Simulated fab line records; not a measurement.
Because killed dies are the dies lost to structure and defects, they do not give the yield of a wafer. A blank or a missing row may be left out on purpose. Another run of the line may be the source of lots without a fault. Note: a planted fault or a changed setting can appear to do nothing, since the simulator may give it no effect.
Struck lot and sound lot, side by side / flow sky130 / 21 steps out of a route of 708
Sound: these wafers, L262.1, L262.2, L262.4. Wafers L271.3, L271.5, L271.6 were the ones struck. The cause comes at the end.
Each step with rows lists, per side, the tool, then ch with its chambers, then its first start. Under that, the readings that differ: sound wafers / struck wafers / difference of the means / sigmas: that difference in standard deviations of wafers without a fault.
alike: words and numbers the same on both sides, and readings whose means are apart by under 2 such deviations; not compared: readings that were withheld, readings missing a value for some wafer, numbers with overlapping values and no deviation given by the record, and bounds like >300 which may hide the same value.
The two part at a step that has a row with sigmas, a row that says differs or no value, or rows on one side only. Non-overlapping numbers with no deviation appear without sigmas and do not part them. Lack of a reading on every wafer of one side parts them only where that side has two or more wafers.

SKY_METAL2_SPUTTER_00: material Ti, target thk 15 nm, time 10 s.
  sound: pvdSputter-04 at day 34 01:24; struck: pvdSputter-04 at day 37 06:31
  alike: throttleValvePct
SKY_METAL2_SPUTTER_01: material TiN, target thk 20 nm, time 16.7 s.
  sound: pvdSputter-04 at day 34 01:25; struck: pvdSputter-04 at day 37 06:32
  alike: throttleValvePct
SKY_METAL2_SPUTTER_02: material AlCu, target thk 250 nm, time 13.3 s.
  sound: pvdSputter-04 at day 34 01:27; struck: pvdSputter-04 at day 37 06:34
  alike: throttleValvePct
then, 1 step without rows for these wafers: SKY_METAL2_SPUTTER_03 (material Ti, target thk 5 nm, time 3.3 s).
SKY_METAL2_SPUTTER_04: material TiN, target thk 70 nm, time 58.3 s.
  sound: pvdSputter-04 at day 34 01:29; struck: pvdSputter-04 at day 37 06:36
  alike: throttleValvePct
SKY_METAL2_RS_MEAS_05: a four-point-probe measurement.
  sound: filmMetro-01 at day 34 01:32; struck: filmMetro-01 at day 37 06:41
  alike: METAL2_ALCU_RS
SKY_METAL2_THK_MEAS_06: measures by xrf.
  sound: filmMetro-01 at day 34 01:40; struck: filmMetro-01 at day 37 06:47
  alike: METAL2_ALCU_THK
then, 5 steps without rows for these wafers: SKY_METAL2_DEHYDRATE_07 (time 60 s); SKY_METAL2_HMDS_08 (prime time 60 s); SKY_METAL2_COAT_09 (resist thk 60 nm); SKY_METAL2_COAT_10 (resist thk 450 nm); SKY_METAL2_SOFTBAKE_11 (time 87.36 s).
SKY_METAL2_EXPOSE_12: exposes mask MM2, target cd 140 nm.
  sound on krfScanner-02 ch 0, day 34 14:39; struck on krfScanner-02 ch 0, day 37 19:29
reading=exposureDoseMJCm2; sound=28.02 27.98 27.99; struck=27.28 27.32 27.30; difference=-0.70; sigmas=-16
  alike: mask
then, 2 steps without rows for these wafers: SKY_METAL2_PEB_13; SKY_METAL2_DEVELOP_14 (develop time 60 s).
SKY_METAL2_CD_MEAS_15: target cd 140 nm.
  sound: cdSem-02 at day 35 03:17; struck: cdSem-01 at day 38 08:20
  alike: cdNm
SKY_METAL2_OVL_MEAS_16:
  sound: overlay-01 at day 35 03:25; struck: overlay-01 at day 38 08:26
  alike: METAL2_OVL
SKY_METAL2_DESCUM_17: chemistry O2, time 8 s.
  sound on rieMetal-03 ch 0,1, day 35 03:26; struck on rieMetal-03 ch 0,1, day 38 08:28
reading=model.METAL2.cdNm (nm); sound=141.8 138.8 140.5; struck=142.2 143.6 145; difference=+3.2; sigmas=
  alike: drypumpMotorCurrentA, oesProductAu, tempC
  not compared: rfHoursCounterH
SKY_METAL2_ETCH_18: etches BARC in N2/H2, stops on SiO2, time 45.9 s, target depth 60 nm.
  sound on rieMetal-03 ch 0,1, day 35 03:28; struck on rieMetal-03 ch 0,1, day 38 08:31
reading=model.METAL2.cdNm (nm); sound=141.6 140.7 141.6; struck=142.7 145.4 145.8; difference=+3.3; sigmas=
  alike: drypumpMotorCurrentA, oesProductAu, throttleValvePct
  not compared: rfHoursCounterH
SKY_METAL2_METAL_ETCH_19: etches the open film in Cl2/BCl3, stops on SiO2, target depth 360 nm, time 78 s.
  sound on rieMetal-03 ch 0,1, day 35 03:32; struck on rieMetal-03 ch 0,1, day 38 08:35
  alike: bcl3FlowSccm, drypumpMotorCurrentA, oesProductAu, throttleValvePct
  not compared: rfHoursCounterH
-- the record jumps here: 10 days lie between the struck wafers' starts before and after (it left off in module METAL2 and takes up again in module PAD_OPEN, whose first step shown is number 708 of the route) --
SKY_PAD_OPEN_PROBE_99:
  sound: prober-01 at day 45 18:19; struck: prober-02 at day 48 06:26
  alike: defectLimitedYield, killed_at_M0_to_M3, killed_at_M4_up, killedAtContacts, killedAtFrontEnd, killedAtOther, killedDies, killedOnRim, killedOpen, killedShort, sort_bin_3_pad_short, sort_bin_5_function, sort_bin_6_memory, sortNPass, sortYieldPct

== WHERE THEY PART ==
Only at SKY_METAL2_EXPOSE_12, as far as this record shows. Later steps at which nothing parts them and some readings are alike: SKY_METAL2_CD_MEAS_15, SKY_METAL2_OVL_MEAS_16, SKY_METAL2_DESCUM_17, SKY_METAL2_ETCH_18, SKY_METAL2_METAL_ETCH_19, SKY_PAD_OPEN_PROBE_99.

WHY: the cause the simulator had injected
Drift in process parameters on krfScanner-02 at SKY_METAL2_EXPOSE_12, starting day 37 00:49. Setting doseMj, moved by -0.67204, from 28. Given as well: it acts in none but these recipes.
